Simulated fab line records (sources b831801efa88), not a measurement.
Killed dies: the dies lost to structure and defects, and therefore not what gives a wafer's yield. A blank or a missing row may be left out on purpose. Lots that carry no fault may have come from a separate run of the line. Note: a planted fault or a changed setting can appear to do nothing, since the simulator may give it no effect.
The tool behind it: which one? / flow sky130 / 11 lots, 33 wafers sampled, at 6 steps of a route of 708

## WHAT THE GAUGES SHOWED, per wafer
SKY_SONOS_ONO_THK_MEAS_01. Usual: for SONOS_ONO_OXIDATION_THK the level is 2.59 nm and the standard deviation is 0.054.
lot=L738; measured=day 12 03:38; on=filmMetro-03; SONOS_ONO_OXIDATION_THK (nm)=2.60 2.65 2.61; flag=
lot=L739; measured=day 12 14:49; on=filmMetro-01; SONOS_ONO_OXIDATION_THK (nm)=2.55 2.52 2.52; flag=
lot=L741; measured=day 12 21:55; on=filmMetro-03; SONOS_ONO_OXIDATION_THK (nm)=2.53 2.57 2.56; flag=
lot=L742; measured=day 12 23:20; on=filmMetro-02; SONOS_ONO_OXIDATION_THK (nm)=2.65 2.65 2.59; flag=
lot=L748; measured=day 14 18:27; on=filmMetro-02; SONOS_ONO_OXIDATION_THK (nm)=2.68 2.68 2.71; flag=
lot=L749; measured=day 14 22:48; on=filmMetro-01; SONOS_ONO_OXIDATION_THK (nm)=2.70 2.62 2.59; flag=
lot=L754; measured=day 16 17:55; on=filmMetro-01; SONOS_ONO_OXIDATION_THK (nm)=2.61 2.63 2.65; flag=
lot=L755; measured=day 16 20:41; on=filmMetro-01; SONOS_ONO_OXIDATION_THK (nm)=2.52 2.59 2.55; flag=
lot=L757; measured=day 17 22:02; on=filmMetro-01; SONOS_ONO_OXIDATION_THK (nm)=2.62 2.54 2.56; flag=
lot=L758; measured=day 18 07:43; on=filmMetro-03; SONOS_ONO_OXIDATION_THK (nm)=2.60 2.58 2.63; flag=
lot=L761; measured=day 18 21:46; on=filmMetro-01; SONOS_ONO_OXIDATION_THK (nm)=2.62 2.64 2.67; flag=

SKY_SONOS_ONO_CD_MEAS_13: the cd target is 410 nm. Usual: cdNm reads 410.6 nm (standard deviation 2).
lot=L738; measured=day 13 11:07; on=cdSem-01; cdNm (nm)=411.9 411.2 411.9; flag=
lot=L739; measured=day 13 20:07; on=cdSem-02; cdNm (nm)=413.2 413.9 413.1; flag=
lot=L741; measured=day 14 01:22; on=cdSem-01; cdNm (nm)=414.0 414.1 413.1; flag=
lot=L742; measured=day 14 04:04; on=cdSem-02; cdNm (nm)=411.9 410.3 410.1; flag=
lot=L748; measured=day 15 23:46; on=cdSem-02; cdNm (nm)=411.4 415.5 411.9; flag=
lot=L749; measured=day 16 04:35; on=cdSem-01; cdNm (nm)=409.8 410.3 407.5; flag=
lot=L754; measured=day 18 12:03; on=cdSem-01; cdNm (nm)=410.1 412.4 411.9; flag=
lot=L755; measured=day 18 12:24; on=cdSem-02; cdNm (nm)=409.3 410.3 411.2; flag=
lot=L757; measured=day 19 06:40; on=cdSem-02; cdNm (nm)=411.1 413.3 412.8; flag=
lot=L758; measured=day 19 17:01; on=cdSem-02; cdNm (nm)=408.1 409.4 410.6; flag=
lot=L761; measured=day 20 07:37; on=cdSem-02; cdNm (nm)=411.4 411.3 411.7; flag=

SKY_RES_PROTECT_TW_MEAS_08. Usual: for POLY_GATE_TW the level is 4002 and the standard deviation is 23.
lot=L738; measured=day 16 00:29; on=filmMetro-04; POLY_GATE_TW=3990 3975 4011; flag=
lot=L739; measured=day 16 11:40; on=filmMetro-01; POLY_GATE_TW=4000 3986 4002; flag=
lot=L741; measured=day 16 17:14; on=filmMetro-04; POLY_GATE_TW=3968 3991 3943; flag=
lot=L742; measured=day 16 18:03; on=filmMetro-01; POLY_GATE_TW=4006 4011 4000; flag=
lot=L748; measured=day 19 00:08; on=filmMetro-01; POLY_GATE_TW=3733 3729 3750; flag=OFF
lot=L749; measured=day 19 00:25; on=filmMetro-02; POLY_GATE_TW=3745 3726 3720; flag=OFF
lot=L754; measured=day 22 00:04; on=filmMetro-04; POLY_GATE_TW=3998 3983 4004; flag=
lot=L755; measured=day 21 23:58; on=filmMetro-01; POLY_GATE_TW=4021 4009 4021; flag=
lot=L757; measured=day 22 06:00; on=filmMetro-01; POLY_GATE_TW=4011 4016 4022; flag=
lot=L758; measured=day 22 12:09; on=filmMetro-02; POLY_GATE_TW=4038 4024 3995; flag=
lot=L761; measured=day 23 02:30; on=filmMetro-01; POLY_GATE_TW=4041 4039 4019; flag=

## EACH LOT AND THE TOOL THAT RAN IT (in order: tool; ch and the chambers of the sampled wafers; start)
lot=L738; SKY_SONOS_ONO_ETCH_15=rieDiel-04 ch 1,3, day 13 11:14; SKY_POLY_GATE_IMPLANT_02=implanter-01 ch 0, day 16 00:15; SKY_RES_PROTECT_STRIP_07=plasmaAsher-02 ch 0,1, day 16 00:23
lot=L739; SKY_SONOS_ONO_ETCH_15=rieDiel-04 ch 1,2,3, day 13 20:17; SKY_POLY_GATE_IMPLANT_02=implanter-02 ch 0, day 16 11:25; SKY_RES_PROTECT_STRIP_07=plasmaAsher-02 ch 0,1, day 16 11:34
lot=L741; SKY_SONOS_ONO_ETCH_15=rieDiel-01 ch 1,2,3, day 14 01:31; SKY_POLY_GATE_IMPLANT_02=implanter-02 ch 0, day 16 17:00; SKY_RES_PROTECT_STRIP_07=plasmaAsher-02 ch 0,1, day 16 17:08
lot=L742; SKY_SONOS_ONO_ETCH_15=rieDiel-03 ch 1,2, day 14 04:13; SKY_POLY_GATE_IMPLANT_02=implanter-02 ch 0, day 16 17:48; SKY_RES_PROTECT_STRIP_07=plasmaAsher-02 ch 0,1, day 16 17:57
lot=L748; SKY_SONOS_ONO_ETCH_15=rieDiel-04 ch 0,2,3, day 15 23:52; SKY_POLY_GATE_IMPLANT_02=implanter-02 ch 0, day 18 23:55; SKY_RES_PROTECT_STRIP_07=plasmaAsher-01 ch 0,1, day 19 00:02
lot=L749; SKY_SONOS_ONO_ETCH_15=rieDiel-04 ch 0,1,2, day 16 04:43; SKY_POLY_GATE_IMPLANT_02=implanter-02 ch 0, day 19 00:12; SKY_RES_PROTECT_STRIP_07=plasmaAsher-03 ch 0,1, day 19 00:20
lot=L754; SKY_SONOS_ONO_ETCH_15=rieDiel-04 ch 0,1,3, day 18 12:10; SKY_POLY_GATE_IMPLANT_02=implanter-01 ch 0, day 21 23:51; SKY_RES_PROTECT_STRIP_07=plasmaAsher-02 ch 0,1, day 21 23:59
lot=L755; SKY_SONOS_ONO_ETCH_15=rieDiel-03 ch 0,3, day 18 12:34; SKY_POLY_GATE_IMPLANT_02=implanter-04 ch 0, day 21 23:43; SKY_RES_PROTECT_STRIP_07=plasmaAsher-01 ch 0,1, day 21 23:52
lot=L757; SKY_SONOS_ONO_ETCH_15=rieDiel-04 ch 0,3, day 19 06:49; SKY_POLY_GATE_IMPLANT_02=implanter-01 ch 0, day 22 05:45; SKY_RES_PROTECT_STRIP_07=plasmaAsher-02 ch 0,1, day 22 05:54
lot=L758; SKY_SONOS_ONO_ETCH_15=rieDiel-01 ch 1,2, day 19 17:10; SKY_POLY_GATE_IMPLANT_02=implanter-02 ch 0, day 22 11:54; SKY_RES_PROTECT_STRIP_07=plasmaAsher-02 ch 0,1, day 22 12:03
lot=L761; SKY_SONOS_ONO_ETCH_15=rieDiel-04 ch 2,3, day 20 07:46; SKY_POLY_GATE_IMPLANT_02=implanter-02 ch 0, day 23 02:15; SKY_RES_PROTECT_STRIP_07=plasmaAsher-02 ch 0,1, day 23 02:24
- SKY_SONOS_ONO_ETCH_15: etches the open film in CHF3/O2, target depth 19.52 nm, time 7.8 s.
- SKY_POLY_GATE_IMPLANT_02
- SKY_RES_PROTECT_STRIP_07: strips in O2/N2.

## AS READ BY THE TOOLS THEMSELVES (means over the sampled wafers that have a number; for cases with no such wafer, the mark the record gives instead)
SKY_SONOS_ONO_ETCH_15. Usual: drypumpMotorCurrentA 5.9 A, standard deviation 0.35; oesProductAu 0.997 a.u., standard deviation 0.01; throttleValvePct 8.826 %, standard deviation 0.0092.
lot=L738; tool=rieDiel-04; drypumpMotorCurrentA (A)=6.1; oesProductAu (a.u.)=0.996; throttleValvePct (%)=8.830; flag=
lot=L739; tool=rieDiel-04; drypumpMotorCurrentA (A)=6.1; oesProductAu (a.u.)=0.993; throttleValvePct (%)=8.828; flag=
lot=L741; tool=rieDiel-01; drypumpMotorCurrentA (A)=5.8; oesProductAu (a.u.)=0.989; throttleValvePct (%)=8.817; flag=
lot=L742; tool=rieDiel-03; drypumpMotorCurrentA (A)=6.0; oesProductAu (a.u.)=1.009; throttleValvePct (%)=8.826; flag=
lot=L748; tool=rieDiel-04; drypumpMotorCurrentA (A)=5.9; oesProductAu (a.u.)=0.999; throttleValvePct (%)=8.831; flag=
lot=L749; tool=rieDiel-04; drypumpMotorCurrentA (A)=6.0; oesProductAu (a.u.)=0.995; throttleValvePct (%)=8.827; flag=
lot=L754; tool=rieDiel-04; drypumpMotorCurrentA (A)=5.9; oesProductAu (a.u.)=0.995; throttleValvePct (%)=8.821; flag=
lot=L755; tool=rieDiel-03; drypumpMotorCurrentA (A)=5.7; oesProductAu (a.u.)=1.000; throttleValvePct (%)=8.829; flag=
lot=L757; tool=rieDiel-04; drypumpMotorCurrentA (A)=5.6; oesProductAu (a.u.)=0.991; throttleValvePct (%)=8.825; flag=
lot=L758; tool=rieDiel-01; drypumpMotorCurrentA (A)=6.1; oesProductAu (a.u.)=0.974; throttleValvePct (%)=8.824; flag=
lot=L761; tool=rieDiel-04; drypumpMotorCurrentA (A)=6.1; oesProductAu (a.u.)=0.995; throttleValvePct (%)=8.818; flag=

SKY_POLY_GATE_IMPLANT_02. Usual: beamOnS 36.1 s, standard deviation 2; doseIonsCm2 7.702e+15, standard deviation 7.5e+12; endStationPressureTorr 1.07e-05 Torr, standard deviation 6.6e-07.
lot=L738; tool=implanter-01; beamOnS (s)=36.7; doseIonsCm2=7.701e+15; endStationPressureTorr (Torr)=1.00e-05; flag=
lot=L739; tool=implanter-02; beamOnS (s)=38.0; doseIonsCm2=7.703e+15; endStationPressureTorr (Torr)=1.04e-05; flag=
lot=L741; tool=implanter-02; beamOnS (s)=37.3; doseIonsCm2=7.700e+15; endStationPressureTorr (Torr)=1.03e-05; flag=
lot=L742; tool=implanter-02; beamOnS (s)=37.8; doseIonsCm2=7.706e+15; endStationPressureTorr (Torr)=1.05e-05; flag=
lot=L748; tool=implanter-02; beamOnS (s)=16.2; doseIonsCm2=3.298e+15; endStationPressureTorr (Torr)=1.39e-05; flag=OFF
lot=L749; tool=implanter-02; beamOnS (s)=16.1; doseIonsCm2=3.283e+15; endStationPressureTorr (Torr)=1.32e-05; flag=OFF
lot=L754; tool=implanter-01; beamOnS (s)=37.2; doseIonsCm2=7.706e+15; endStationPressureTorr (Torr)=1.11e-05; flag=
lot=L755; tool=implanter-04; beamOnS (s)=34.2; doseIonsCm2=7.694e+15; endStationPressureTorr (Torr)=1.11e-05; flag=
lot=L757; tool=implanter-01; beamOnS (s)=37.8; doseIonsCm2=7.699e+15; endStationPressureTorr (Torr)=1.03e-05; flag=
lot=L758; tool=implanter-02; beamOnS (s)=37.9; doseIonsCm2=7.702e+15; endStationPressureTorr (Torr)=1.01e-05; flag=
lot=L761; tool=implanter-02; beamOnS (s)=38.5; doseIonsCm2=7.702e+15; endStationPressureTorr (Torr)=1.04e-05; flag=

SKY_RES_PROTECT_STRIP_07. Usual: drypumpMotorCurrentA 5.79 A, standard deviation 0.28; oesProductAu 0.516 a.u., standard deviation 0.0046; stripTimeToEndpointS 23.11 s, standard deviation 0.05.
lot=L738; tool=plasmaAsher-02; drypumpMotorCurrentA (A)=5.85; oesProductAu (a.u.)=0.516; stripTimeToEndpointS (s)=23.06; flag=
lot=L739; tool=plasmaAsher-02; drypumpMotorCurrentA (A)=5.97; oesProductAu (a.u.)=0.524; stripTimeToEndpointS (s)=23.08; flag=
lot=L741; tool=plasmaAsher-02; drypumpMotorCurrentA (A)=5.96; oesProductAu (a.u.)=0.515; stripTimeToEndpointS (s)=23.06; flag=
lot=L742; tool=plasmaAsher-02; drypumpMotorCurrentA (A)=5.83; oesProductAu (a.u.)=0.516; stripTimeToEndpointS (s)=23.21; flag=
lot=L748; tool=plasmaAsher-01; drypumpMotorCurrentA (A)=5.96; oesProductAu (a.u.)=0.567; stripTimeToEndpointS (s)=19.76; flag=OFF
lot=L749; tool=plasmaAsher-03; drypumpMotorCurrentA (A)=5.34; oesProductAu (a.u.)=0.565; stripTimeToEndpointS (s)=19.79; flag=OFF
lot=L754; tool=plasmaAsher-02; drypumpMotorCurrentA (A)=5.85; oesProductAu (a.u.)=0.514; stripTimeToEndpointS (s)=23.08; flag=
lot=L755; tool=plasmaAsher-01; drypumpMotorCurrentA (A)=5.97; oesProductAu (a.u.)=0.513; stripTimeToEndpointS (s)=23.11; flag=
lot=L757; tool=plasmaAsher-02; drypumpMotorCurrentA (A)=5.96; oesProductAu (a.u.)=0.520; stripTimeToEndpointS (s)=23.14; flag=
lot=L758; tool=plasmaAsher-02; drypumpMotorCurrentA (A)=5.84; oesProductAu (a.u.)=0.517; stripTimeToEndpointS (s)=23.14; flag=
lot=L761; tool=plasmaAsher-02; drypumpMotorCurrentA (A)=5.86; oesProductAu (a.u.)=0.514; stripTimeToEndpointS (s)=23.14; flag=

## THE ANSWER, worked out from the rows above alone
Rule: take the mean of a lot's wafers that have a number; if it is more than 3 standard deviations from the usual mean, the lot is off. A lot without any number at a reading at which 4 lots or more have one is off too. Any other lot the step has rows for is counted as sound. Order of review: gauges by route order, followed by the tools' own readings, for which a lot's mean as printed above is used. The first step at which some lot is off is used, and at that step the reading that is off furthest; a lot without a number counts as furthest.
Off: at SKY_RES_PROTECT_TW_MEAS_08 (POLY_GATE_TW), L748, L749.
If a tool, at a process step before that reading, ran all the lots that are off and no sound lot after the first of them, it fits. Not tried: the gauges at SKY_RES_PROTECT_TW_MEAS_08; whatever is off there is also off at SKY_POLY_GATE_IMPLANT_02, on other tools, and gauge error can't account for it. Not one of the candidates tried fits.

## WHAT THE SIMULATOR PUT IN
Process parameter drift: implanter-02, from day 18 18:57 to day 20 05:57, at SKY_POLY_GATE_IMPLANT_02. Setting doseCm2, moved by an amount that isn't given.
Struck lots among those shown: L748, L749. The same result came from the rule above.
